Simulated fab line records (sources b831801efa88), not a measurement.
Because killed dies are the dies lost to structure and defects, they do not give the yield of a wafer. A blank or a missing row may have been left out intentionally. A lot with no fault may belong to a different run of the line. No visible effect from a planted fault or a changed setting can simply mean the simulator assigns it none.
fab line records	flow sky130
record: lots: 12	wafers: 36	last-day: 50
route steps=708 shown VT_ADJUST_LVTN@115 VT_ADJUST_PCH@153 GATE_OXIDE@188 POLY_GATE@205
lots untouched by any fault: they come from a run of this same line in which no faults occurred
start-h: hours from the record's first day to the start of the lot's first wafer shown	wait-h: hours from the lot's prior step to this one	" unchanged from the row above	L1.1+2: one row covering several wafers at once	- value missing, or start not given	* or withheld: withheld	< > ~ a bound
route shown NAME@n: names a module that has steps shown in the file, with the first one's number in the route	usual: mean/standard deviation taken from wafers without a fault	same: alike in all rows	chamber/n: place in a boat	sites: the reading at each site	_std_site: standard deviation of those values	_edge_site: the outer-site mean with the inner-site mean subtracted	radius-mm: how far each site lies from the wafer's centre	mask NAME#n: copy n	behind: the most recent tool/chamber to have shaped the wafer	hold: what put the lot on hold/how long, in hours/how the hold closed	device: which transistor (n, p or np) failed to switch	end of line: tests of these same wafers at the route's end	for a step that has no rows: nothing shown but its recipe	killed: dies lost to structure and defects at the first sort, not the wafer's yield	map: a wafer's dies, marking killed ones x, the rest . and places with no die _
set.NAME: the setting the step ran with; set.NAME@STEP: the setting that earlier step ran with	model.NAME: the simulator's own value behind a step, which no gauge read
the route's steps for a sample of lots (tables are steps, rows are wafers)
services: from which hour (start-h, from the record's first day; less than 0 if before it) a tool's chamber was out of use, for how many hours, and why
== steps ==
step: SKY_VT_ADJUST_LVTN_OVL_MEAS_18
usual: VT_ADJUST_LVTN_01_OVL: 0.2/1.4
lot.wafer	tool	chamber	start-h	wait-h	VT_ADJUST_LVTN_01_OVL[nm]
L136.2	overlay-01	-	178.41	0.1	-0.3
L136.3	"	-	"	"	0.3
L136.6	"	-	"	"	1.2
L137.1	overlay-01	-	197.22	0.1	-0.1
L137.5	"	-	"	"	-1.6
L137.6	"	-	"	"	-0.8
L138.1	overlay-02	-	205.40	0.1	-0.6
L138.3	"	-	"	"	-0.4
L138.4	"	-	"	"	0.0
L139.2	overlay-02	-	213.41	0.1	-0.1
L139.5	"	-	"	"	-0.4
L139.6	"	-	"	"	-0.7
L145.2	overlay-01	-	254.01	0.1	-1.8
L145.3	"	-	"	"	-1.3
L145.6	"	-	"	"	-0.9
L146.1	overlay-02	-	260.66	0.1	0.6
L146.3	"	-	"	"	-0.2
L146.5	"	-	"	"	0.1
L147.3	overlay-02	-	268.12	0.1	0.1
L147.4	"	-	"	"	-1.2
L147.6	"	-	"	"	1.0
L148.1	overlay-02	-	277.01	0.1	-0.6
L148.3	"	-	"	"	0.1
L148.6	"	-	"	"	1.5
L149.2	overlay-02	-	289.38	0.1	1.5
L149.3	"	-	"	"	1.8
L149.4	"	-	"	"	3.5
L150.2	overlay-01	-	294.46	0.1	-0.2
L150.3	"	-	"	"	-0.2
L150.5	"	-	"	"	1.4
L151.1	overlay-02	-	300.36	0.1	2.4
L151.3	"	-	"	"	2.2
L151.6	"	-	"	"	1.0
L154.1	overlay-02	-	330.45	0.1	0.9
L154.5	"	-	"	"	1.0
L154.6	"	-	"	"	0.6
step: SKY_VT_ADJUST_PCH_TW_MEAS_10
usual: VT_ADJUST_PCH_TW: 143.6/1.3
lot.wafer	tool	chamber	start-h	wait-h	VT_ADJUST_PCH_TW
L136.2	film-metro-03	-	248.82	0.1	142.3
L136.3	"	-	"	"	141.8
L136.6	"	-	"	"	141.8
L137.1	film-metro-04	-	268.76	0.1	142.8
L137.5	"	-	"	"	142.3
L137.6	"	-	"	"	142.8
L138.1	film-metro-04	-	279.34	0.1	141.9
L138.3	"	-	"	"	142.3
L138.4	"	-	"	"	143.0
L139.2	film-metro-04	-	287.80	0.1	142.6
L139.5	"	-	"	"	142.8
L139.6	"	-	"	"	142.7
L145.2	film-metro-03	-	333.31	0.1	142.2
L145.3	"	-	"	"	142.0
L145.6	"	-	"	"	142.5
L146.1	film-metro-02	-	338.40	0.1	145.6
L146.3	"	-	"	"	144.0
L146.5	"	-	"	"	144.5
L147.3	film-metro-02	-	347.93	0.1	145.1
L147.4	"	-	"	"	145.0
L147.6	"	-	"	"	145.3
L148.1	film-metro-02	-	356.40	0.1	145.0
L148.3	"	-	"	"	144.7
L148.6	"	-	"	"	144.6
L149.2	film-metro-04	-	369.40	0.1	143.2
L149.3	"	-	"	"	142.9
L149.4	"	-	"	"	142.7
L150.2	film-metro-04	-	376.12	0.1	143.8
L150.3	"	-	"	"	144.2
L150.5	"	-	"	"	143.5
L151.1	film-metro-04	-	382.70	0.1	144.1
L151.3	"	-	"	"	143.9
L151.6	"	-	"	"	144.8
L154.1	film-metro-02	-	415.11	0.1	144.9
L154.5	"	-	"	"	145.2
L154.6	"	-	"	"	145.5
step: SKY_GATE_OXIDE_OXIDATION_01
recipe: temp-c: 900	ambient: O2	stabilise-s: 600	purge-s: 300	target-thk-a: 102.68	ox-time-s: 1473
usual: spike-tc-centre-C: 900.0/1	zone-power-centre-pct: 15.80/0.18	zone-power-lower-pct: 18.9/0.98	zone-power-top-pct: 33.3/0.36	zone-power-upper-pct: 17.6/0.49
same: ox-time-s: 1473	stabilise-s: 600
lot.wafer	tool	chamber	start-h	wait-h	spike-tc-centre-C	zone-power-centre-pct	zone-power-lower-pct	zone-power-top-pct	zone-power-upper-pct
L136.2	furnace-02	0	319.24	0.0	900.2	15.94	20.3	33.5	18.2
L136.3	"	0	"	"	900.8	16.07	20.3	33.1	18.3
L136.6	"	0	"	"	901.6	15.85	20.4	33.4	18.0
L137.1	furnace-02	0	328.47	0.7	922.6	22.77	15.2	34.0	13.9
L137.5	"	0	"	"	922.4	22.91	15.5	33.8	13.9
L137.6	"	0	"	"	921.3	22.95	15.3	33.6	13.8
L138.1	furnace-02	0	337.23	0.8	925.1	23.22	15.3	33.4	14.0
L138.3	"	0	"	"	924.8	23.00	15.3	34.8	13.8
L138.4	"	0	"	"	921.5	23.03	15.6	33.5	13.8
L139.2	furnace-01	0	346.34	0.3	898.8	15.69	18.6	33.4	17.3
L139.5	"	0	"	"	900.7	15.62	18.2	33.6	17.3
L139.6	"	0	"	"	900.9	15.75	18.2	33.5	17.3
L145.2	furnace-01	0	433.71	1.5	899.3	15.71	18.1	33.3	17.2
L145.3	"	0	"	"	899.2	16.01	18.0	33.4	17.2
L145.6	"	0	"	"	898.0	15.98	18.3	33.6	17.3
L146.1	furnace-01	0	433.71	0.0	900.1	15.72	18.2	32.9	17.5
L146.3	"	0	"	"	901.4	15.64	18.1	32.4	17.5
L146.5	"	0	"	"	899.6	15.93	17.9	33.7	17.2
L147.3	furnace-01	0	433.71	0.2	901.1	16.07	18.3	33.9	17.0
L147.4	"	0	"	"	897.8	15.57	18.0	33.6	17.3
L147.6	"	0	"	"	900.9	15.75	18.2	33.3	17.1
L148.1	furnace-01	0	433.71	0.9	899.6	15.78	18.3	33.5	17.4
L148.3	"	0	"	"	898.0	15.80	18.1	34.0	17.0
L148.6	"	0	"	"	898.6	15.88	18.5	33.0	17.2
L149.2	furnace-02	0	435.20	0.3	899.1	16.06	19.8	33.5	18.3
L149.3	"	0	"	"	899.0	15.89	20.1	32.5	18.3
L149.4	"	0	"	"	901.8	15.71	20.1	33.3	18.0
L150.2	furnace-01	0	439.32	0.0	899.5	15.72	17.9	32.9	17.1
L150.3	"	0	"	"	899.0	15.94	18.0	33.9	17.0
L150.5	"	0	"	"	899.6	15.58	18.4	33.7	17.1
L151.1	furnace-02	0	447.89	0.0	901.4	16.21	20.0	33.4	18.3
L151.3	"	0	"	"	900.8	15.97	20.3	32.9	18.6
L151.6	"	0	"	"	899.3	16.31	20.2	33.5	18.2
L154.1	furnace-02	0	481.99	0.0	899.6	15.85	20.2	33.5	18.5
L154.5	"	0	"	"	900.9	15.94	19.8	33.7	18.1
L154.6	"	0	"	"	899.1	15.87	20.2	33.0	18.2
step: SKY_GATE_OXIDE_THK_MEAS_02
recipe: reads: SiO2_of_GATE_OXIDE_OXIDATION_01
usual: GATE_OXIDE_OXIDATION_00_THK: 10.26/0.21
lot.wafer	tool	chamber	start-h	wait-h	GATE_OXIDE_OXIDATION_00_THK[nm]
L136.2	film-metro-03	-	320.66	0.0	10.25
L136.3	"	-	"	"	10.13
L136.6	"	-	"	"	10.28
L137.1	film-metro-03	-	329.88	0.0	11.05
L137.5	"	-	"	"	10.23
L137.6	"	-	"	"	10.22
L138.1	film-metro-01	-	338.64	0.0	11.48
L138.3	"	-	"	"	11.56
L138.4	"	-	"	"	11.54
L139.2	film-metro-01	-	347.75	0.0	10.69
L139.5	"	-	"	"	10.42
L139.6	"	-	"	"	10.58
L145.2	film-metro-01	-	435.13	0.0	10.31
L145.3	"	-	"	"	10.38
L145.6	"	-	"	"	10.32
L148.1	film-metro-03	-	435.16	0.0	10.15
L148.3	"	-	"	"	10.24
L148.6	"	-	"	"	10.28
L147.3	film-metro-02	-	435.20	0.1	10.43
L147.4	"	-	"	"	10.40
L147.6	"	-	"	"	10.37
L146.1	film-metro-03	-	435.22	0.1	10.31
L146.3	"	-	"	"	10.25
L146.5	"	-	"	"	10.30
L149.2	film-metro-01	-	436.62	0.0	10.70
L149.3	"	-	"	"	10.88
L149.4	"	-	"	"	10.90
L150.2	film-metro-03	-	440.74	0.0	10.18
L150.3	"	-	"	"	10.10
L150.5	"	-	"	"	9.96
L151.1	film-metro-01	-	449.30	0.0	10.60
L151.3	"	-	"	"	10.62
L151.6	"	-	"	"	10.61
L154.1	film-metro-03	-	483.40	0.0	10.08
L154.5	"	-	"	"	10.22
L154.6	"	-	"	"	10.03
step: SKY_POLY_GATE_THK_MEAS_01
recipe: reads: poly-Si_of_POLY_GATE_CVD_00
usual: POLY_GATE_CVD_00_THK: 180.1/1.6
lot.wafer	tool	chamber	start-h	wait-h	POLY_GATE_CVD_00_THK[nm]
L136.2	film-metro-03	-	351.95	0.0	180.9
L136.3	"	-	"	"	182.1
L136.6	"	-	"	"	181.2
L137.1	film-metro-04	-	360.88	0.0	182.1
L137.5	"	-	"	"	181.8
L137.6	"	-	"	"	180.9
L138.1	film-metro-02	-	369.71	0.0	180.8
L138.3	"	-	"	"	180.4
L138.4	"	-	"	"	180.3
L139.2	film-metro-04	-	385.02	0.0	182.5
L139.5	"	-	"	"	182.1
L139.6	"	-	"	"	180.5
L148.1	film-metro-03	-	471.46	0.0	179.8
L148.3	"	-	"	"	181.0
L148.6	"	-	"	"	179.9
L145.2	film-metro-02	-	471.47	0.0	181.3
L145.3	"	-	"	"	181.4
L145.6	"	-	"	"	179.6
L147.3	film-metro-03	-	471.54	0.1	178.7
L147.4	"	-	"	"	180.2
L147.6	"	-	"	"	179.7
L146.1	film-metro-04	-	471.56	0.1	180.8
L146.3	"	-	"	"	180.9
L146.5	"	-	"	"	179.5
L149.2	film-metro-02	-	471.59	0.1	178.7
L149.3	"	-	"	"	178.2
L149.4	"	-	"	"	180.0
L150.2	film-metro-03	-	474.71	0.0	181.9
L150.3	"	-	"	"	180.7
L150.5	"	-	"	"	180.8
L151.1	film-metro-02	-	483.18	0.0	179.1
L151.3	"	-	"	"	179.3
L151.6	"	-	"	"	181.5
L154.1	film-metro-04	-	520.29	0.0	183.0
L154.5	"	-	"	"	184.2
L154.6	"	-	"	"	181.1
== services ==
tool	chamber	start-h	hours	kind
furnace-02	-	369.74	17.9	pm
furnace-01	-	388.11	4.6	pm
furnace-01	-	392.72	2.9	pm
furnace-02	-	411.63	7.2	pm
furnace-02	-	453.01	10.2	pm
furnace-02	-	463.24	3.2	pm
== key ==
first-sign: step: SKY_GATE_OXIDE_OXIDATION_01	reading: zone-power-centre-pct	direction: up	sigmas: 39	usual: 15.80	struck: 22.98
effect: step: SKY_GATE_OXIDE_OXIDATION_01	reading: spike-tc-centre-C	direction: up	sigmas: 22	usual: 900.0	struck: 922.9
effect: step: SKY_GATE_OXIDE_THK_MEAS_02	reading: GATE_OXIDE_OXIDATION_00_THK	direction: up	sigmas: 3.6	usual: 10.26	struck: 11.01	wafers-moved: 4
met-at SKY_GATE_OXIDE_OXIDATION_01
struck-lots L137,L138
tester-left-out L137,L138
not-acting-at SKY_VT_ADJUST_LVTN_OVL_MEAS_18,SKY_VT_ADJUST_PCH_TW_MEAS_10,SKY_POLY_GATE_THK_MEAS_01
onset-between 319.24 328.47
fault: kind: process-parameter-drift	tool: furnace-02	chamber: -	onset-h: 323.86	steps: SKY_GATE_OXIDE_OXIDATION_01	channel: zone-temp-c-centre	offset: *	shape: step	end-h: 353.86
tester-left-out: of these lots the tester's yield and bins aren't shown, on N5 and GAA mostly nor the transistor test; their killed dies are dies lost to structure and defects alone, not to doping, threshold or leakage, so they don't give the yield
